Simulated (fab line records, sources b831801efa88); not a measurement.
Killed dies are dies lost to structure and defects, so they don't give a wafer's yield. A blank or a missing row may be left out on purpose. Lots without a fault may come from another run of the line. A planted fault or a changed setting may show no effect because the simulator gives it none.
Chamber matching | flow sky130 | SKY_CONTACT_ETCH_17 on rie_diel-02: 4 sister chambers
The step etches SiO2 in C4F8/O2/Ar, stops on Si3N4, target depth 340 nm. 14 wafers are shown with their chamber, then 7 later ones without.

WAFERS WITH THEIR CHAMBER
wafer  | chamber | bias_w (W) | oes_product_au (a.u.)
L619.2 | 2       | 1193       | 0.885
L619.3 | 3       | 1200       | 0.889
L619.4 | 0       | 1206       | 0.886
L620.1 | 2       | 1199       | 0.890
L620.5 | 2       | 1203       | 0.892
L620.6 | 1       | 1198       | 0.896
L623.1 | 3       | 1205       | 0.885
L623.3 | 1       | 1201       | 0.889
L623.4 | 2       | 1195       | 0.885
L624.3 | 3       | 1199       | 0.885
L624.4 | 1       | 1196       | 0.880
L624.5 | 0       | 1203       | 0.887
L637.1 | 2       | 1201       | 0.878
L637.3 | 0       | 1198       | 0.891

SIGNATURES (means of the wafers above)
reading        | chamber 0 | chamber 1 | chamber 2 | chamber 3 | scatter within a chamber
bias_w         | 1202.33   | 1198.33   | 1198.20   | 1201.33   | 3.67
oes_product_au | 0.88800   | 0.88833   | 0.88600   | 0.88633   | 0.00521
Rule: a wafer's distance from a chamber is the root of the sum, over the readings, of the square of ((its reading less the chamber's mean) divided by the reading's scatter). The wafer belongs to the nearest chamber; if the next one is less than 2 further off, it can't be placed. The scatter: the root of (the sum of the squares of (reading less its chamber's mean) over the shown wafers, divided by (wafers less chambers)).

WAFERS WITHOUT THEIR CHAMBER
wafer  | bias_w (W) | oes_product_au (a.u.)
L637.5 | 1194       | 0.897
L638.1 | 1194       | 0.892
L638.5 | 1199       | 0.886
L638.6 | 1196       | 0.883
L640.2 | 1203       | 0.891
L640.3 | 1201       | 0.892
L640.4 | 1196       | 0.897

WHICH CHAMBER EACH WENT THROUGH
wafer  | from the rows above               | in truth
L637.5 | can't be placed: 1 or 2 or 0 or 3 | 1
L638.1 | can't be placed: 1 or 2 or 3 or 0 | 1
L638.5 | can't be placed: 2 or 1 or 3 or 0 | 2
L638.6 | can't be placed: 2 or 1 or 3 or 0 | 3
L640.2 | can't be placed: 0 or 3 or 1 or 2 | 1
L640.3 | can't be placed: 0 or 1 or 3 or 2 | 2
L640.4 | can't be placed: 1 or 2 or 0 or 3 | 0
Placed correctly: 0 of 7. Can't be placed from these rows: 7 (the true chamber is among the candidates in 7). Placed wrongly: 0.
